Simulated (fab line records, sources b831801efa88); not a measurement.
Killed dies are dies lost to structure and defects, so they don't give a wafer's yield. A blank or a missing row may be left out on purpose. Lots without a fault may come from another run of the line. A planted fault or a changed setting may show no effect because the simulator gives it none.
Which tool did it? | flow sky130 | 24 lots, 72 wafers sampled, at 5 steps of a route of 708

WHAT THE GAUGES READ, wafer by wafer
SKY_VIA3_RS_MEAS_22: measures by four-point-probe. Usual: VIA3_W_RS 0.295 ohm/sq, standard deviation 0.0046.
lot  | measured     | on            | VIA3_W_RS (ohm/sq) | flag
L074 | day 40 00:03 | film_metro-02 | 0.300 0.298 0.301  |
L075 | day 40 10:56 | film_metro-01 | 0.291 0.292 0.291  |
L076 | day 40 17:53 | film_metro-01 | 0.294 0.292 0.291  |
L077 | day 41 03:41 | film_metro-01 | 0.298 0.295 0.298  |
L078 | day 41 06:49 | film_metro-01 | 0.295 0.293 0.297  |
L079 | day 41 18:34 | film_metro-04 | 0.286 0.299 0.293  |
L080 | day 41 20:25 | film_metro-02 | 0.296 0.302 0.302  |
L081 | day 41 23:20 | film_metro-02 | 0.293 0.299 0.295  |
L082 | day 42 07:57 | film_metro-04 | 0.305 0.294 0.306  |
L083 | day 42 18:29 | film_metro-01 | 0.294 0.298 0.291  |
L084 | day 42 18:45 | film_metro-02 | 0.294 0.294 0.298  |
L085 | day 43 02:46 | film_metro-02 | 0.299 0.287 0.300  |
L087 | day 43 16:25 | film_metro-02 | 0.287 0.293 0.284  |
L086 | day 43 18:11 | film_metro-02 | 0.294 0.293 0.298  |
L088 | day 43 18:52 | film_metro-04 | 0.298 0.289 0.295  |
L089 | day 44 06:38 | film_metro-04 | 0.294 0.292 0.296  |
L090 | day 44 14:05 | film_metro-02 | 0.292 0.291 0.291  |
L091 | day 44 17:58 | film_metro-02 | 0.295 0.298 0.288  |
L092 | day 44 21:14 | film_metro-02 | 0.294 0.288 0.292  |
L093 | day 45 09:35 | film_metro-01 | 0.298 0.296 0.295  |
L094 | day 45 13:51 | film_metro-01 | 0.296 0.286 0.286  |
L095 | day 45 15:59 | film_metro-01 | 0.293 0.296 0.296  |
L096 | day 45 23:01 | film_metro-02 | 0.299 0.285 0.284  |
L097 | day 46 05:53 | film_metro-01 | 0.291 0.298 0.285  |

SKY_CAP2M_THK_MEAS_01. Usual: CAP2M_CVD_00_THK 15.67 nm, standard deviation 0.29.
lot  | measured     | on            | CAP2M_CVD_00_THK (nm) | flag
L074 | day 40 00:43 | film_metro-03 | 15.59 15.85 15.59     |
L075 | day 40 11:35 | film_metro-04 | 15.28 15.69 15.88     |
L076 | day 40 18:32 | film_metro-03 | 15.47 15.67 15.29     |
L077 | day 41 04:18 | film_metro-02 | 16.05 15.89 15.99     |
L078 | day 41 07:28 | film_metro-02 | 15.08 15.38 15.71     |
L079 | day 41 19:15 | film_metro-02 | 15.51 15.62 15.64     |
L080 | day 41 21:05 | film_metro-02 | 15.93 15.43 16.07     |
L081 | day 41 23:58 | film_metro-02 | 14.92 15.49 15.33     |
L082 | day 42 08:37 | film_metro-03 | 15.35 15.35 15.68     |
L083 | day 42 19:13 | film_metro-04 | 15.86 15.82 15.90     |
L084 | day 42 19:30 | film_metro-04 | 14.96 15.54 15.82     |
L085 | day 43 03:26 | film_metro-02 | 15.57 15.58 15.31     |
L087 | day 43 17:04 | film_metro-04 | 15.62 16.03 15.90     |
L086 | day 43 18:49 | film_metro-03 | 15.32 15.64 15.80     |
L088 | day 43 19:29 | film_metro-03 | 16.05 16.35 16.02     |
L089 | day 44 07:17 | film_metro-02 | 16.16 15.63 15.89     |
L090 | day 44 14:44 | film_metro-02 | 15.44 15.58 16.05     |
L091 | day 44 18:37 | film_metro-03 | 15.68 16.17 15.90     |
L092 | day 44 21:53 | film_metro-02 | 15.76 15.73 16.12     |
L093 | day 45 10:16 | film_metro-04 | 15.29 15.58 15.86     |
L094 | day 45 14:30 | film_metro-04 | 15.17 15.78 15.66     |
L095 | day 45 16:38 | film_metro-03 | 15.36 15.52 15.75     |
L096 | day 45 23:40 | film_metro-03 | 15.86 16.04 16.06     |
L097 | day 46 06:31 | film_metro-03 | 15.68 15.73 16.06     |

WHICH TOOL RAN EACH LOT (tool, then ch and the chambers of the sampled wafers, then the start)
lot  | SKY_VIA3_ETCH_14                   | SKY_METAL4_SPUTTER_00        | SKY_METAL4_SPUTTER_02
L074 | rie_diel-04 ch 2,3, day 39 23:01   | pvd_sputter-02, day 40 00:32 | pvd_sputter-02, day 40 00:35
L075 | rie_diel-04 ch 0,2, day 40 10:01   | pvd_sputter-04, day 40 11:25 | pvd_sputter-04, day 40 11:28
L076 | rie_diel-01 ch 2,3, day 40 16:59   | pvd_sputter-02, day 40 18:22 | pvd_sputter-02, day 40 18:24
L077 | rie_diel-02 ch 0,2, day 41 02:15   | pvd_sputter-04, day 41 04:06 | pvd_sputter-04, day 41 04:09
L078 | rie_diel-04 ch 0,1, day 41 05:28   | pvd_sputter-04, day 41 07:17 | pvd_sputter-04, day 41 07:20
L079 | rie_diel-04 ch 1,2,3, day 41 17:41 | pvd_sputter-03, day 41 19:04 | pvd_sputter-03, day 41 19:07
L080 | rie_diel-02 ch 0,2,3, day 41 19:32 | pvd_sputter-03, day 41 20:54 | pvd_sputter-03, day 41 20:57
L081 | rie_diel-02 ch 0,2, day 41 22:25   | pvd_sputter-04, day 41 23:46 | pvd_sputter-04, day 41 23:49
L082 | rie_diel-04 ch 0,2,3, day 42 07:05 | pvd_sputter-03, day 42 08:26 | pvd_sputter-03, day 42 08:29
L083 | rie_diel-01 ch 0,1,3, day 42 17:13 | pvd_sputter-04, day 42 19:02 | pvd_sputter-04, day 42 19:05
L084 | rie_diel-02 ch 1,2,3, day 42 17:34 | pvd_sputter-04, day 42 19:20 | pvd_sputter-04, day 42 19:23
L085 | rie_diel-02 ch 0,1,2, day 43 01:53 | pvd_sputter-02, day 43 03:15 | pvd_sputter-02, day 43 03:18
L087 | rie_diel-04 ch 0,1,3, day 43 15:29 | pvd_sputter-03, day 43 16:53 | pvd_sputter-03, day 43 16:56
L086 | rie_diel-01 ch 0,1,3, day 43 17:16 | pvd_sputter-04, day 43 18:38 | pvd_sputter-04, day 43 18:41
L088 | rie_diel-02 ch 0,1,3, day 43 17:35 | pvd_sputter-02, day 43 19:17 | pvd_sputter-02, day 43 19:20
L089 | rie_diel-01 ch 0,1,2, day 44 05:43 | pvd_sputter-02, day 44 07:07 | pvd_sputter-02, day 44 07:09
L090 | rie_diel-02 ch 0,1,3, day 44 13:08 | pvd_sputter-03, day 44 14:34 | pvd_sputter-03, day 44 14:36
L091 | rie_diel-02 ch 0,3, day 44 17:02   | pvd_sputter-04, day 44 18:25 | pvd_sputter-04, day 44 18:28
L092 | rie_diel-01 ch 1,2,3, day 44 20:14 | pvd_sputter-04, day 44 21:42 | pvd_sputter-04, day 44 21:45
L093 | rie_diel-01 ch 0,1, day 45 08:40   | pvd_sputter-03, day 45 10:04 | pvd_sputter-03, day 45 10:07
L094 | rie_diel-04 ch 2,3, day 45 12:58   | pvd_sputter-03, day 45 14:20 | pvd_sputter-03, day 45 14:22
L095 | rie_diel-04 ch 1,2,3, day 45 15:05 | pvd_sputter-04, day 45 16:27 | pvd_sputter-04, day 45 16:30
L096 | rie_diel-01 ch 0,2,3, day 45 22:04 | pvd_sputter-04, day 45 23:29 | pvd_sputter-04, day 45 23:32
L097 | rie_diel-04 ch 0,1, day 46 04:55   | pvd_sputter-04, day 46 06:19 | pvd_sputter-04, day 46 06:22
- SKY_VIA3_ETCH_14: etches BARC in N2/H2, stops on SiO2, time 45.9 s, target depth 60 nm.
- SKY_METAL4_SPUTTER_00: material Ti, target thk 15 nm, time 10 s.
- SKY_METAL4_SPUTTER_02: material AlCu, target thk 735 nm, time 39.1 s.

WHAT THE TOOLS THEMSELVES READ (means of the sampled wafers that have a number; where no wafer has one, the mark that the record gives instead)
SKY_VIA3_ETCH_14. Usual: drypump_motor_current_A 5.7 A, standard deviation 0.36; h2_flow_sccm 200.1 sccm, standard deviation 0.68; oes_product_au 0.858 a.u., standard deviation 0.0045; throttle_valve_pct 13.225 %, standard deviation 0.0099.
lot  | tool        | drypump_motor_current_A (A) | h2_flow_sccm (sccm) | oes_product_au (a.u.) | throttle_valve_pct (%) | flag
L074 | rie_diel-04 | 5.8                         | 200.3               | 0.865                 | 13.220                 |
L075 | rie_diel-04 | 5.4                         | 200.0               | 0.852                 | 13.227                 |
L076 | rie_diel-01 | 6.0                         | 200.3               | 0.858                 | 13.227                 |
L077 | rie_diel-02 | 5.7                         | 200.3               | 0.860                 | 13.228                 |
L078 | rie_diel-04 | 6.0                         | 199.7               | 0.858                 | 13.225                 |
L079 | rie_diel-04 | 5.7                         | 199.7               | 0.862                 | 13.217                 |
L080 | rie_diel-02 | 5.8                         | 200.1               | 0.856                 | 13.230                 |
L081 | rie_diel-02 | 5.8                         | 200.5               | 0.859                 | 13.229                 |
L082 | rie_diel-04 | 5.8                         | 199.8               | 0.862                 | 13.226                 |
L083 | rie_diel-01 | 5.7                         | 200.1               | 0.861                 | 13.230                 |
L084 | rie_diel-02 | 5.6                         | 200.4               | 0.858                 | 13.215                 |
L085 | rie_diel-02 | 5.5                         | 199.9               | 0.858                 | 13.212                 |
L087 | rie_diel-04 | 6.0                         | 200.7               | 0.858                 | 13.221                 |
L086 | rie_diel-01 | 5.7                         | 200.6               | 0.856                 | 13.236                 |
L088 | rie_diel-02 | 5.5                         | 199.6               | 0.857                 | 13.228                 |
L089 | rie_diel-01 | 5.6                         | 200.1               | 0.860                 | 13.225                 |
L090 | rie_diel-02 | 5.5                         | 200.4               | 0.861                 | 13.231                 |
L091 | rie_diel-02 | 5.8                         | 200.4               | 0.858                 | 13.235                 |
L092 | rie_diel-01 | 5.9                         | 199.6               | 0.859                 | 13.223                 |
L093 | rie_diel-01 | 5.5                         | 200.2               | 0.857                 | 13.230                 |
L094 | rie_diel-04 | 5.4                         | 199.4               | 0.856                 | 13.232                 |
L095 | rie_diel-04 | 5.7                         | 199.5               | 0.855                 | 13.216                 |
L096 | rie_diel-01 | 5.8                         | 199.8               | 0.862                 | 13.222                 |
L097 | rie_diel-04 | 6.0                         | 200.3               | 0.857                 | 13.223                 |

SKY_METAL4_SPUTTER_00. Usual: throttle_valve_pct 30.1 %, standard deviation 0.78.
lot  | tool           | throttle_valve_pct (%) | flag
L074 | pvd_sputter-02 | 30.3                   |
L075 | pvd_sputter-04 | 30.3                   |
L076 | pvd_sputter-02 | 31.7                   |
L077 | pvd_sputter-04 | 30.1                   |
L078 | pvd_sputter-04 | 30.1                   |
L079 | pvd_sputter-03 | 30.2                   |
L080 | pvd_sputter-03 | 30.2                   |
L081 | pvd_sputter-04 | 30.0                   |
L082 | pvd_sputter-03 | 29.6                   |
L083 | pvd_sputter-04 | 29.9                   |
L084 | pvd_sputter-04 | 29.9                   |
L085 | pvd_sputter-02 | 30.6                   |
L087 | pvd_sputter-03 | 30.1                   |
L086 | pvd_sputter-04 | 30.1                   |
L088 | pvd_sputter-02 | 31.4                   |
L089 | pvd_sputter-02 | 30.6                   |
L090 | pvd_sputter-03 | 30.6                   |
L091 | pvd_sputter-04 | 29.9                   |
L092 | pvd_sputter-04 | 30.0                   |
L093 | pvd_sputter-03 | 30.3                   |
L094 | pvd_sputter-03 | 30.2                   |
L095 | pvd_sputter-04 | 29.9                   |
L096 | pvd_sputter-04 | 30.0                   |
L097 | pvd_sputter-04 | 30.1                   |

SKY_METAL4_SPUTTER_02. Usual: throttle_valve_pct 30.2 %, standard deviation 0.79.
lot  | tool           | throttle_valve_pct (%) | flag
L074 | pvd_sputter-02 | 30.4                   |
L075 | pvd_sputter-04 | 30.3                   |
L076 | pvd_sputter-02 | 31.8                   |
L077 | pvd_sputter-04 | 30.2                   |
L078 | pvd_sputter-04 | 30.0                   |
L079 | pvd_sputter-03 | 30.1                   |
L080 | pvd_sputter-03 | 30.2                   |
L081 | pvd_sputter-04 | 30.0                   |
L082 | pvd_sputter-03 | 29.7                   |
L083 | pvd_sputter-04 | 29.9                   |
L084 | pvd_sputter-04 | 29.9                   |
L085 | pvd_sputter-02 | 30.5                   |
L087 | pvd_sputter-03 | 30.2                   |
L086 | pvd_sputter-04 | 30.3                   |
L088 | pvd_sputter-02 | 31.5                   |
L089 | pvd_sputter-02 | 30.7                   |
L090 | pvd_sputter-03 | 30.4                   |
L091 | pvd_sputter-04 | 29.8                   |
L092 | pvd_sputter-04 | 29.8                   |
L093 | pvd_sputter-03 | 30.3                   |
L094 | pvd_sputter-03 | 30.3                   |
L095 | pvd_sputter-04 | 29.8                   |
L096 | pvd_sputter-04 | 29.8                   |
L097 | pvd_sputter-04 | 30.0                   |

THE ANSWER, worked out from the rows above alone
Rule: a lot is off if the mean of its wafers that have a number lies more than 3 standard deviations from the usual mean. A lot without any number at a reading at which 4 lots or more have one is off too. The other lots that the step has rows for count as sound. The gauges are gone through in route order, then the tools' own readings, and for those a lot's mean is taken as printed above. The first step at which some lot is off is used, and at that step the reading that is off furthest; a lot without a number counts as furthest.
No lot is off at any reading shown: from this, nothing can be told.

WHAT THE SIMULATOR HAD PUT IN
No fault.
